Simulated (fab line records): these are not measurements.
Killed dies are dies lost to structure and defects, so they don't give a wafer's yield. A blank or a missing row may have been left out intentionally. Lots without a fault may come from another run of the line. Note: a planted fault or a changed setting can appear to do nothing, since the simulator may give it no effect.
What tool caused it? -- flow gf180mcu -- 21 wafers from 7 lots sampled at 3 of the route's 602 steps

== WHAT EACH GAUGE READ, for each wafer ==
GF_M1_CD_MEAS_14: the cd target is 230 nm.
lot,measured,on,cd nm (nm)
L285,day 18 02:20,cd sem-01,231.7 229.7 230.0
L287,day 18 16:43,cd sem-01,231.6 230.5 231.0
L291,day 20 10:19,cd sem-02,230.6 230.0 231.6
L294,day 21 20:33,cd sem-02,229.6 230.2 230.5
L298,day 23 01:08,cd sem-01,228.7 229.3 230.7
L301,day 23 22:41,cd sem-02,230.5 230.4 228.9
L305,day 25 08:55,cd sem-01,229.7 230.8 230.1

== WHAT TOOL EACH LOT RAN ON (gives the tool, then ch and the chambers of the sampled wafers, and finally the start) ==
lot,GF_CONTACT_SPUTTER_23,GF_M1_SPUTTER_04
L285,"pvd sputter-02, day 17 02:52","pvd sputter-03, day 17 03:43"
L287,"pvd sputter-02, day 17 16:19","pvd sputter-03, day 17 17:07"
L291,"pvd sputter-02, day 19 09:42","pvd sputter-03, day 19 10:30"
L294,"pvd sputter-03, day 20 20:23","pvd sputter-01, day 20 21:11"
L298,"pvd sputter-04, day 22 01:06","pvd sputter-02, day 22 01:54"
L301,"pvd sputter-03, day 22 23:38","pvd sputter-03, day 23 00:26"
L305,"pvd sputter-04, day 24 10:53","pvd sputter-02, day 24 11:53"
- GF_CONTACT_SPUTTER_23: material TiN, target thk 10 nm, time 40 s.
- GF_M1_SPUTTER_04: material TiN, target thk 50 nm, time 41.7 s.

== THE ANSWER, worked out from the rows above alone ==
Rule: the usual values come from the lots themselves. The widest of any qualifying gaps counts: lots, ordered by their means at a reading, are off when they make up no more than a third of the lots, leave a main group of 4 or more, and stand apart from it by 3 or more times the standard deviation of that group's means. Not used: any main group whose means are identical at the precision the tables above print for the reading. A lot without any number at a reading at which 4 lots or more have one is off too. Where the step has rows for the other lots, those lots are counted as sound.
Across all readings shown, no lot is off: no conclusion can be drawn from this.

== WHAT THE SIMULATOR HAD PUT IN ==
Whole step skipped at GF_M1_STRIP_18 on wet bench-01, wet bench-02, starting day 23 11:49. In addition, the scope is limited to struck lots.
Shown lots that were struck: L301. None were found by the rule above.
